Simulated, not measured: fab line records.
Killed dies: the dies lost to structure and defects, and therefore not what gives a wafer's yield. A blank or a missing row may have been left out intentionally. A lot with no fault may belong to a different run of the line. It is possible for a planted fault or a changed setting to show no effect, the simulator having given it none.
Which of the tools did it? | flow sky130 | 39 wafers from 13 lots sampled at 2 of the route's 708 steps

## WHAT THE GAUGES READ, wafer by wafer
SKY_CONTACT_OVL_MEAS_15.
lot  | measured     | on         | CONTACT_OVL (nm)
L961 | day 31 05:11 | overlay-02 | 0 6 0
L960 | day 31 08:11 | overlay-02 | 9 -6 3
L962 | day 32 00:11 | overlay-02 | 5 8 3
L963 | day 32 19:19 | overlay-01 | 11 8 12
L964 | day 33 02:53 | overlay-02 | 7 -1 8
L966 | day 33 14:01 | overlay-02 | 4 9 8
L965 | day 33 14:33 | overlay-01 | 4 -3 3
L967 | day 33 21:29 | overlay-02 | 7 5 -1
L968 | day 34 00:46 | overlay-02 | 0 1 1
L969 | day 34 12:23 | overlay-01 | 5 10 9
L977 | day 36 18:25 | overlay-01 | 5 5 12
L981 | day 38 13:38 | overlay-01 | -3 -2 0
L983 | day 38 20:41 | overlay-02 | 5 10 10

SKY_METAL1_OVL_MEAS_16.
lot  | measured     | on         | METAL1_OVL (nm)
L961 | day 32 09:59 | overlay-01 | -3 -5 -7
L960 | day 32 13:14 | overlay-01 | 9 4 8
L962 | day 33 04:54 | overlay-01 | 10 5 10
L963 | day 33 22:50 | overlay-02 | -5 -2 4
L964 | day 34 07:11 | overlay-02 | 4 3 -1
L966 | day 34 17:38 | overlay-01 | -1 4 1
L965 | day 34 18:56 | overlay-01 | 1 2 1
L967 | day 35 00:17 | overlay-02 | 2 6 7
L968 | day 35 03:50 | overlay-01 | 3 -2 0
L969 | day 35 16:25 | overlay-01 | 14 8 9
L977 | day 37 22:35 | overlay-01 | 4 6 6
L981 | day 39 15:39 | overlay-02 | 2 10 11
L983 | day 39 23:06 | overlay-02 | -2 7 2

## TOOL THAT RAN EACH LOT (tool first, then ch and the chambers of the sampled wafers, then the start)
Record: no process step prior to these readings.

## WHAT THE TOOLS THEMSELVES READ (means of the sampled wafers that have a number; where no wafer has one, the mark that the record gives instead)
The record holds no such reading with a usual standard deviation.

## THE ANSWER, worked out from the rows above alone
Rule: the lots themselves supply what counts as usual. Put in order of their means at a reading, lots are off if they are a third of the lots or fewer, leave a main group of 4 or more, and stand apart from it by a gap of 3 or more times the standard deviation of the main group's means; of several such gaps the widest counts. A main group whose means are all the same, to the digits that the tables above print for the reading, isn't used. Also off: a lot with no number at a reading for which 4 or more lots have one. The other lots that the step has rows for count as sound. After the gauges, taken in route order, come the tools' own readings; for these a lot's mean is taken, as printed above. At the first step where some lot is off, the reading lying furthest off is the one used; lots without a number count as furthest.
No lot is off at any reading shown: from this, nothing can be told.

## WHAT THE SIMULATOR HAD PUT IN
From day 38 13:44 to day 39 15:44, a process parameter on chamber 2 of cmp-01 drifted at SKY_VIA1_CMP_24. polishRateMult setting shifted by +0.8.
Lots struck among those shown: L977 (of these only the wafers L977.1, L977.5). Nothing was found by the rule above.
